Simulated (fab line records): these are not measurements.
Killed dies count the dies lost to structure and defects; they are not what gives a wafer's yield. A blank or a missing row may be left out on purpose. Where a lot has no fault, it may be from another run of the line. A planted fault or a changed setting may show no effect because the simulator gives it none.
Matching of chambers / flow sky130 / cmp-01 running SKY_VIA4_CMP_21: 4 sister chambers
The step polishes, stops on SiO2, t overpolish 25 s, target thk 0 nm. 4 wafers are shown with their chamber, then 12 later ones without.

## WAFERS WITH THEIR CHAMBER
wafer=L088.1; chamber=2; motor_current_A (A)=11.8
wafer=L087.1; chamber=3; motor_current_A (A)=11.3
wafer=L087.2; chamber=1; motor_current_A (A)=13.2
wafer=L087.4; chamber=0; motor_current_A (A)=11.8

## WAFERS WITHOUT THEIR CHAMBER
wafer=L089.2; motor_current_A (A)=11.9
wafer=L089.4; motor_current_A (A)=13.0
wafer=L089.6; motor_current_A (A)=13.9
wafer=L094.2; motor_current_A (A)=11.4
wafer=L094.3; motor_current_A (A)=13.0
wafer=L094.6; motor_current_A (A)=11.9
wafer=L095.3; motor_current_A (A)=12.6
wafer=L095.4; motor_current_A (A)=11.4
wafer=L095.5; motor_current_A (A)=11.7
wafer=L097.1; motor_current_A (A)=12.8
wafer=L097.2; motor_current_A (A)=11.7
wafer=L097.6; motor_current_A (A)=11.1

## THE CHAMBER EACH PASSED THROUGH
wafer=L089.2; from the rows above=can't be placed: 0 or 2 or 3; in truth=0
wafer=L089.4; from the rows above=1; in truth=1
wafer=L089.6; from the rows above=1; in truth=1
wafer=L094.2; from the rows above=can't be placed: 3 or 0 or 2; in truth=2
wafer=L094.3; from the rows above=1; in truth=1
wafer=L094.6; from the rows above=can't be placed: 0 or 2 or 3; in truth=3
wafer=L095.3; from the rows above=can't be placed: 1 or 0 or 2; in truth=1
wafer=L095.4; from the rows above=can't be placed: 3 or 0 or 2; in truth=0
wafer=L095.5; from the rows above=can't be placed: 0 or 2 or 3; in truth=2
wafer=L097.1; from the rows above=can't be placed: 1 or 0 or 2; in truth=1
wafer=L097.2; from the rows above=can't be placed: 0 or 2 or 3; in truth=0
wafer=L097.6; from the rows above=can't be placed: 3 or 0 or 2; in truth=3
Placed correctly: 3 of 12. Not placeable from these rows: 9 (in 9, the candidates include the true chamber). Placed wrongly: 0.
How it was worked out, from the rows above alone: a wafer's distance from a chamber is the root of the sum, over the readings, of the square of ((its reading less the chamber's mean) divided by the reading's scatter). If the next closest chamber is less than 2 further off than the closest, the wafer can't be placed; otherwise it belongs to the closest. The mean given for a chamber averages the wafers shown for that chamber. The scatter (one wafer shown for each chamber): square how far every hidden wafer sits from the nearest shown wafer, average those squares and take the square root.
